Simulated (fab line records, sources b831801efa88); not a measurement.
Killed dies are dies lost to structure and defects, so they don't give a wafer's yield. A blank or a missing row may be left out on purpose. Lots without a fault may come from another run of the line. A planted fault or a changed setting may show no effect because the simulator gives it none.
Which tool did it? | flow sky130 | 6 lots, 18 wafers sampled, at 2 steps of a route of 708

WHAT THE GAUGES READ, wafer by wafer
SKY_LI_CONTACT_CD_MEAS_12: target cd 170 nm.
lot  | measured     | on        | cd_nm (nm)
L648 | day 30 08:45 | cd_sem-01 | 169.1 169.1 169.4
L650 | day 31 03:22 | cd_sem-02 | 169.1 169.9 168.1
L652 | day 32 02:14 | cd_sem-02 | 135.7 136.7 136.8 135.7 136.2 136.5
L662 | day 35 03:02 | cd_sem-02 | 169.5 169.8 169.8
L665 | day 35 23:55 | cd_sem-01 | 171.9 171.5 171.3
L668 | day 36 21:28 | cd_sem-01 | 172.3 173.2 174.2

WHICH TOOL RAN EACH LOT (tool, then ch and the chambers of the sampled wafers, then the start)
lot  | SKY_LI_CONTACT_EXPOSE_09
L648 | krf_scanner-01 ch 0, day 29 19:01
L650 | krf_scanner-02 ch 0, day 30 14:26
L652 | krf_scanner-02 ch 0, day 31 11:59
L662 | krf_scanner-02 ch 0, day 34 14:08
L665 | krf_scanner-02 ch 0, day 35 11:22
L668 | krf_scanner-02 ch 0, day 36 08:22
- SKY_LI_CONTACT_EXPOSE_09: exposes mask LICM1, target cd 170 nm.

THE ANSWER, worked out from the rows above alone
Rule: what is usual is taken from the lots themselves. Put in order of their means at a reading, lots are off if they are a third of the lots or fewer, leave a main group of 4 or more, and stand apart from it by a gap of 3 or more times the standard deviation of the main group's means; of several such gaps the widest counts. A main group whose means are all the same, to the digits that the tables above print for the reading, isn't used. A lot without any number at a reading at which 4 lots or more have one is off too. The other lots that the step has rows for count as sound.
Off: L652, at SKY_LI_CONTACT_CD_MEAS_12 (cd_nm). The main group: mean 170.5 nm, standard deviation 1.6.
A tool fits if, at a process step before that reading, it ran every lot that is off, and no sound lot after the first of them. The gauges at SKY_LI_CONTACT_CD_MEAS_12 are tried like those tools. None of those tried fits.

WHAT THE SIMULATOR HAD PUT IN
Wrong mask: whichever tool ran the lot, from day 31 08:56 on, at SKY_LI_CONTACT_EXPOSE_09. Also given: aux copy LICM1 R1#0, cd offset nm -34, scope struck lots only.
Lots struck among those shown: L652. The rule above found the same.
